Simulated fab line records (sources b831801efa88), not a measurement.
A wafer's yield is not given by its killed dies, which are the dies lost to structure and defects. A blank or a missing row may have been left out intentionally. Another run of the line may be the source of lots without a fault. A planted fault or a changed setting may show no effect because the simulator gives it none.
Chamber matching / flow gf180mcu / GF_V1_CMP_04 on cmp-02: 4 sister chambers
The step polishes SiO2. 8 wafers are shown with their chamber, then 10 later ones without.

WAFERS PAIRED WITH THEIR CHAMBERS
wafer=L921.3; chamber=3; motorCurrentA (A)=11.3; timeToEndpointS (s)=73
wafer=L924.2; chamber=2; motorCurrentA (A)=11.8; timeToEndpointS (s)=81
wafer=L924.5; chamber=0; motorCurrentA (A)=11.9; timeToEndpointS (s)=85
wafer=L925.1; chamber=1; motorCurrentA (A)=11.1; timeToEndpointS (s)=83
wafer=L925.2; chamber=3; motorCurrentA (A)=11.3; timeToEndpointS (s)=72
wafer=L925.6; chamber=0; motorCurrentA (A)=11.6; timeToEndpointS (s)=79
wafer=L927.2; chamber=1; motorCurrentA (A)=11.1; timeToEndpointS (s)=76
wafer=L927.3; chamber=2; motorCurrentA (A)=11.7; timeToEndpointS (s)=83

WAFERS WITHOUT THEIR CHAMBER
wafer=L927.4; motorCurrentA (A)=11.5; timeToEndpointS (s)=83
wafer=L928.3; motorCurrentA (A)=11.6; timeToEndpointS (s)=77
wafer=L928.5; motorCurrentA (A)=11.5; timeToEndpointS (s)=78
wafer=L928.6; motorCurrentA (A)=11.6; timeToEndpointS (s)=85
wafer=L933.3; motorCurrentA (A)=11.3; timeToEndpointS (s)=82
wafer=L933.4; motorCurrentA (A)=11.8; timeToEndpointS (s)=86
wafer=L933.5; motorCurrentA (A)=11.0; timeToEndpointS (s)=78
wafer=L934.1; motorCurrentA (A)=10.7; timeToEndpointS (s)=84
wafer=L934.3; motorCurrentA (A)=11.6; timeToEndpointS (s)=80
wafer=L934.4; motorCurrentA (A)=11.5; timeToEndpointS (s)=99

EACH ONE'S CHAMBER
wafer=L927.4; from the rows above=can't be placed: 0 or 2 or 3 or 1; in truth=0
wafer=L928.3; from the rows above=can't be placed: 0 or 2 or 3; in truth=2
wafer=L928.5; from the rows above=can't be placed: 3 or 0 or 2 or 1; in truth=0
wafer=L928.6; from the rows above=can't be placed: 0 or 2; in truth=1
wafer=L933.3; from the rows above=can't be placed: 1 or 3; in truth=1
wafer=L933.4; from the rows above=can't be placed: 0 or 2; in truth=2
wafer=L933.5; from the rows above=1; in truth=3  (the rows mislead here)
wafer=L934.1; from the rows above=1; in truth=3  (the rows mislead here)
wafer=L934.3; from the rows above=can't be placed: 0 or 2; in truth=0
wafer=L934.4; from the rows above=can't be placed: 0 or 2 or 1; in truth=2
Placed correctly: 0 of 10. Can't be placed from these rows: 8 (the true chamber is among the candidates in 7). Placed wrongly: 2.
How it was worked out, from the rows above alone: a wafer's distance from a chamber is the root of the sum, over the readings, of the square of ((its reading less the chamber's mean) divided by the reading's scatter). The wafer belongs to the nearest chamber; if the next one is less than 2 further off, it can't be placed. A chamber's mean is the mean of its shown wafers. The scatter: take each reading less its chamber's mean, square it, sum over the shown wafers, divide by the number of wafers less the number of chambers, and take the root.
